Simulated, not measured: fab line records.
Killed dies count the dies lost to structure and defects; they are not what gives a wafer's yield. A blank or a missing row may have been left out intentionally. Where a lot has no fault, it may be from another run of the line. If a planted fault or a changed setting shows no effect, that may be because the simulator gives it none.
fab line records	flow sky130
record: lots: 14	wafers: 42	last-day: 50
route steps=708 shown GATE_OXIDE@200 LDD_P@261 LDD_HVP@287
lots untouched by any fault: they come from a run of this same line in which no faults occurred
start-h: hours from the record's opening day to when the first of the lot's shown wafers began	wait-h: time in hours since the lot's previous step	" unchanged from the row above	L1.1+2: one row covering several wafers at once	- value missing, or start not given	* or withheld: withheld	< > ~ a bound
route shown NAME@n: NAME is a module with steps in the file, n the number in the route of the first one	usual: average and standard deviation across the fault-free wafers	same: alike in all rows	chamber/n: place in a boat	sites: the reading at each site	_std_site: how widely they spread, as a standard deviation	_edge_site: mean of outer sites minus mean of inner sites	radius-mm: how far each site lies from the wafer's centre	mask NAME#n: copy n	behind: the tool/chamber that last shaped the wafer	hold: cause of the lot's hold/its duration in hours/its outcome	device: which transistor (n, p or np) failed to switch	end of line: at the end of the route, the tests of the same wafers	step lacking rows: just its recipe	killed: dies that structure and defects cost at the first sort, which is not the same as the wafer's yield	map: per-die view of a wafer (x killed, . not killed, _ where there is no die)
set.NAME: setting as actually run; set.NAME@STEP: the setting as run at that earlier step	model.NAME: the simulator's own value behind a step, which no gauge read
the route's steps for a sample of lots (tables are steps, rows are wafers)
services: from which hour (start-h, from the record's first day; less than 0 if before it) a tool's chamber was out of use, for how many hours, and why
== steps ==
step: SKY_GATE_OXIDE_STRIP_13
recipe: chemistry: O2/N2	power-w: 1400	pressure-mtorr: 1500	platen-temp-c: withheld	o2-flow-sccm: 3000	n2-flow-sccm: 300	overash-fraction: 0.5
usual: drypump-motor-current-A: 6.0/0.44	oes-product-au: 0.717/0.0047	strip-time-to-endpoint-s: 14.18/0.041
lot.wafer	tool	chamber	start-h	wait-h	drypump-motor-current-A	oes-product-au	rf-hours-counter-h	strip-time-to-endpoint-s
L202.2	plasma-asher-02	1	310.95	0.0	5.9	0.720	19	14.21
L202.3	"	0	"	"	5.9	0.723	-	14.15
L202.6	"	1	"	"	5.9	0.712	-	14.16
L204.2	plasma-asher-04	1	327.28	0.0	6.4	0.726	63	14.20
L204.4	"	0	"	"	5.2	0.713	-	14.18
L204.5	"	0	"	"	5.2	0.714	-	14.20
L208.2	plasma-asher-03	1	365.29	0.0	6.1	0.721	68	14.12
L208.4	"	0	"	"	6.6	0.708	-	14.12
L208.6	"	1	"	"	6.1	0.723	-	14.13
L211.1	plasma-asher-03	0	384.15	0.0	6.6	0.721	70	14.11
L211.2	"	1	"	"	6.0	0.720	70	14.14
L211.3	"	0	"	"	6.6	0.723	-	14.14
L215.2	plasma-asher-03	0	414.78	0.0	6.6	0.711	73	14.23
L215.3	"	1	"	"	6.0	0.721	-	14.20
L215.6	"	0	"	"	6.6	0.716	-	14.17
L214.3	plasma-asher-02	1	416.71	0.0	5.9	0.722	-	14.12
L214.5	"	1	"	"	5.9	0.720	-	14.13
L214.6	"	0	"	"	5.9	0.717	-	14.13
L218.1	plasma-asher-02	0	446.08	0.0	5.9	0.711	32	14.28
L218.5	"	0	"	"	5.9	0.713	-	14.28
L218.6	"	1	"	"	5.9	0.719	-	14.25
L219.3	plasma-asher-02	1	454.37	0.0	5.9	0.713	-	14.22
L219.4	"	0	"	"	5.9	0.720	-	14.19
L219.5	"	0	"	"	5.9	0.721	-	14.26
L220.1	plasma-asher-02	0	465.86	0.0	5.9	0.721	34	14.22
L220.2	"	1	"	"	5.9	0.718	34	14.27
L220.6	"	0	"	"	5.9	0.718	-	14.28
L221.1	plasma-asher-02	1	471.58	0.0	5.9	0.714	35	14.20
L221.2	"	0	"	"	5.9	0.719	35	14.22
L221.4	"	1	"	"	5.9	0.716	-	14.18
L223.3	plasma-asher-02	1	482.76	0.0	5.9	0.718	-	14.21
L223.4	"	0	"	"	5.9	0.718	-	14.19
L223.5	"	1	"	"	5.9	0.718	-	14.24
L222.1	plasma-asher-04	0	483.03	0.0	5.1	0.725	79	14.12
L222.3	"	1	"	"	6.4	0.719	-	14.18
L222.6	"	0	"	"	5.2	0.723	-	14.14
L224.2	plasma-asher-03	1	499.83	0.0	6.0	0.723	7	14.18
L224.3	"	1	"	"	6.0	0.712	-	14.15
L224.4	"	0	"	"	6.6	0.713	-	14.17
L225.3	plasma-asher-03	0	505.47	0.0	6.6	0.726	-	14.18
L225.4	"	1	"	"	6.0	0.715	-	14.18
L225.5	"	1	"	"	6.1	0.711	-	14.18
step: SKY_LDD_P_DEVELOP_06
recipe: resist: NOVOLAK	developer: TMAH	develop-time-s: 60	dev-temp-c: 23.46
usual: chill-plate-temp-C: 22.99/0.11	develop-time-s: 60/0
lot.wafer	tool	chamber	start-h	wait-h	chill-plate-temp-C	develop-time-s
L202.2	litho-track-01	0	435.93	0.1	22.93	60
L202.3	"	0	"	"	23.03	60
L202.6	"	0	"	"	22.99	60
L204.2	litho-track-03	0	454.57	0.1	22.75	60
L204.4	"	0	"	"	22.88	60
L204.5	"	0	"	"	23.04	60
L208.2	litho-track-04	0	498.16	0.1	23.04	60
L208.4	"	0	"	"	22.97	60
L208.6	"	0	"	"	22.92	60
L211.1	litho-track-03	0	519.74	0.1	23.07	60
L211.2	"	0	"	"	22.90	60
L211.3	"	0	"	"	22.88	60
L215.2	litho-track-01	-	545.03	0.1	-	-
L215.3	"	-	"	"	-	-
L215.6	"	-	"	"	-	-
L214.3	litho-track-04	-	548.69	0.1	-	-
L214.5	"	-	"	"	-	-
L214.6	"	-	"	"	-	-
L218.1	litho-track-01	0	578.41	0.1	23.03	60
L218.5	"	0	"	"	22.98	60
L218.6	"	0	"	"	23.01	60
L219.3	litho-track-04	0	585.24	0.1	22.88	60
L219.4	"	0	"	"	22.82	60
L219.5	"	0	"	"	22.98	60
L220.1	litho-track-01	0	593.71	0.1	22.81	60
L220.2	"	0	"	"	23.04	60
L220.6	"	0	"	"	22.80	60
L221.1	litho-track-03	0	600.29	0.1	23.21	60
L221.2	"	0	"	"	23.20	60
L221.4	"	0	"	"	23.03	60
L223.3	litho-track-04	0	611.19	0.1	23.14	60
L223.4	"	0	"	"	22.94	60
L223.5	"	0	"	"	22.93	60
L222.1	litho-track-04	0	617.29	0.1	22.93	60
L222.3	"	0	"	"	23.02	60
L222.6	"	0	"	"	23.14	60
L224.2	litho-track-04	0	627.76	0.1	22.90	60
L224.3	"	0	"	"	22.90	60
L224.4	"	0	"	"	22.88	60
L225.3	litho-track-04	0	633.69	0.1	23.10	60
L225.4	"	0	"	"	23.14	60
L225.5	"	0	"	"	23.13	60
step: SKY_LDD_P_CD_MEAS_07
recipe: target-cd-nm: 380
usual: cd-nm: 380.3/2.6
lot.wafer	tool	chamber	start-h	wait-h	cd-nm
L202.2	cd-sem-02	-	436.08	0.1	377.1
L202.3	"	-	"	"	375.8
L202.6	"	-	"	"	375.0
L204.2	cd-sem-01	-	454.71	0.1	386.0
L204.4	"	-	"	"	383.9
L204.5	"	-	"	"	387.3
L208.2	cd-sem-02	-	498.31	0.1	379.3
L208.4	"	-	"	"	381.5
L208.6	"	-	"	"	378.0
L211.1	cd-sem-02	-	519.89	0.1	383.1
L211.2	"	-	"	"	383.2
L211.3	"	-	"	"	383.7
L215.2	cd-sem-02	-	545.18	0.1	-
L215.3	"	-	"	"	-
L215.6	"	-	"	"	-
L214.3	cd-sem-01	-	548.83	0.1	-
L214.5	"	-	"	"	-
L214.6	"	-	"	"	-
L218.1	cd-sem-01	-	578.56	0.1	375.9
L218.5	"	-	"	"	380.5
L218.6	"	-	"	"	379.5
L219.3	cd-sem-01	-	585.38	0.1	377.9
L219.4	"	-	"	"	380.2
L219.5	"	-	"	"	378.3
L220.1	cd-sem-01	-	593.86	0.1	384.8
L220.2	"	-	"	"	384.4
L220.6	"	-	"	"	382.6
L221.1	cd-sem-01	-	600.44	0.1	375.3
L221.2	"	-	"	"	378.6
L221.4	"	-	"	"	377.2
L223.3	cd-sem-01	-	611.33	0.1	378.6
L223.4	"	-	"	"	377.6
L223.5	"	-	"	"	379.8
L222.1	cd-sem-02	-	617.44	0.1	383.0
L222.3	"	-	"	"	382.1
L222.6	"	-	"	"	382.0
L224.2	cd-sem-02	-	627.91	0.1	381.3
L224.3	"	-	"	"	382.6
L224.4	"	-	"	"	384.0
L225.3	cd-sem-01	-	633.83	0.1	382.7
L225.4	"	-	"	"	379.6
L225.5	"	-	"	"	383.2
step: SKY_LDD_HVP_STRIP_09
recipe: chemistry: O2/N2	power-w: 1400	pressure-mtorr: 1500	platen-temp-c: withheld	o2-flow-sccm: 3000	n2-flow-sccm: 300	overash-fraction: 0.5
usual: drypump-motor-current-A: 5.7/0.57	oes-product-au: 0.408/0.0051	strip-time-to-endpoint-s: 4.136/0.013
lot.wafer	tool	chamber	start-h	wait-h	drypump-motor-current-A	oes-product-au	rf-hours-counter-h	strip-time-to-endpoint-s
L202.2	plasma-asher-01	0	497.28	0.1	5.5	0.399	73	4.151
L202.3	"	0	"	"	5.5	0.406	-	4.127
L202.6	"	0	"	"	5.5	0.405	-	4.146
L204.2	plasma-asher-04	1	516.48	0.1	6.5	0.400	82	4.131
L204.4	"	1	"	"	6.4	0.400	-	4.132
L204.5	"	1	"	"	6.5	0.406	-	4.129
L208.2	plasma-asher-04	0	559.94	0.1	5.1	0.406	86	4.128
L208.4	"	0	"	"	5.2	0.412	-	4.116
L208.6	"	0	"	"	5.2	0.401	-	4.135
L211.1	plasma-asher-04	1	580.64	0.1	6.4	0.405	88	4.149
L211.2	"	0	"	"	5.2	0.416	88	4.141
L211.3	"	1	"	"	6.4	0.414	-	4.136
L215.2	plasma-asher-04	0	604.83	0.1	5.2	0.411	91	4.157
L215.3	"	1	"	"	6.5	0.414	-	4.144
L215.6	"	1	"	"	6.5	0.404	-	4.155
L214.3	plasma-asher-03	0	608.18	0.1	6.6	0.406	-	4.135
L214.5	"	1	"	"	6.0	0.408	-	4.129
L214.6	"	0	"	"	6.6	0.409	-	4.123
L218.1	plasma-asher-01	1	637.19	0.1	5.2	0.418	87	4.124
L218.5	"	1	"	"	5.2	0.411	-	4.120
L218.6	"	0	"	"	5.5	0.402	-	4.121
L219.3	plasma-asher-03	0	643.87	0.1	6.6	0.404	-	4.161
L219.4	"	1	"	"	6.0	0.404	-	4.135
L219.5	"	1	"	"	6.0	0.415	-	4.136
L220.1	plasma-asher-01	0	653.29	0.1	5.5	0.408	88	4.137
L220.2	"	1	"	"	5.1	0.406	88	4.126
L220.6	"	0	"	"	5.5	0.400	-	4.138
L221.1	plasma-asher-01	0	659.45	0.1	5.6	0.399	89	4.126
L221.2	"	1	"	"	5.2	0.410	89	4.132
L221.4	"	0	"	"	5.5	0.404	-	4.128
L223.3	plasma-asher-01	1	669.77	0.1	5.2	0.402	-	4.121
L223.4	"	0	"	"	5.5	0.404	-	4.142
L223.5	"	0	"	"	5.5	0.409	-	4.134
L222.1	plasma-asher-04	0	674.75	0.1	5.2	0.409	98	4.114
L222.3	"	0	"	"	5.1	0.416	-	4.121
L222.6	"	1	"	"	6.5	0.408	-	4.116
L224.2	plasma-asher-04	0	685.83	0.1	5.1	0.413	99	4.135
L224.3	"	1	"	"	6.4	0.420	-	4.118
L224.4	"	0	"	"	5.2	0.407	-	4.140
L225.3	plasma-asher-04	1	690.92	0.1	6.4	0.405	-	4.135
L225.4	"	0	"	"	5.2	0.409	-	4.126
L225.5	"	1	"	"	6.4	0.407	-	4.130
== services ==
tool	chamber	start-h	hours	kind
plasma-asher-03	-	307.75	2.1	repair
plasma-asher-01	-	374.71	0.4	repair
plasma-asher-02	-	378.76	2.0	repair
plasma-asher-03	-	421.25	9.0	pm
plasma-asher-03	0	421.25	9.0	vent-cycle
plasma-asher-03	1	421.25	9.0	vent-cycle
plasma-asher-03	0	430.25	-	clean
plasma-asher-03	1	430.25	-	clean
plasma-asher-02	-	457.38	2.8	pm
plasma-asher-03	-	524.20	1.9	repair
plasma-asher-04	-	563.14	1.4	repair
plasma-asher-04	-	613.84	0.6	repair
plasma-asher-02	-	618.17	1.3	repair
plasma-asher-03	-	657.68	74.9	pm
== key ==
first-sign: step: SKY_LDD_P_DEVELOP_06	reading: tool-record	direction: missing
effect none on later readings
met-at SKY_LDD_P_DEVELOP_06
struck-lots L214,L215
sort-left-out L214.3,L214.5,L214.6,L215.2,L215.3,L215.6
tester-left-out L214,L215
not-acting-at SKY_GATE_OXIDE_STRIP_13,SKY_LDD_P_CD_MEAS_07,SKY_LDD_HVP_STRIP_09
onset-between 498.16 545.03
fault: kind: skipped-step-whole	tool: litho-track-01,litho-track-04	chamber: -	onset-h: 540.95	steps: SKY_LDD_P_DEVELOP_06	scope: struck-lots-only
tester-left-out: of these lots the tester's yield and bins aren't shown, on N5 and GAA mostly nor the transistor test; their killed dies are dies lost to structure and defects alone, not to doping, threshold or leakage, so they don't give the yield
sort-left-out: the simulated sort isn't trusted on such a fault, so these wafers' sort isn't shown, and their yield isn't known
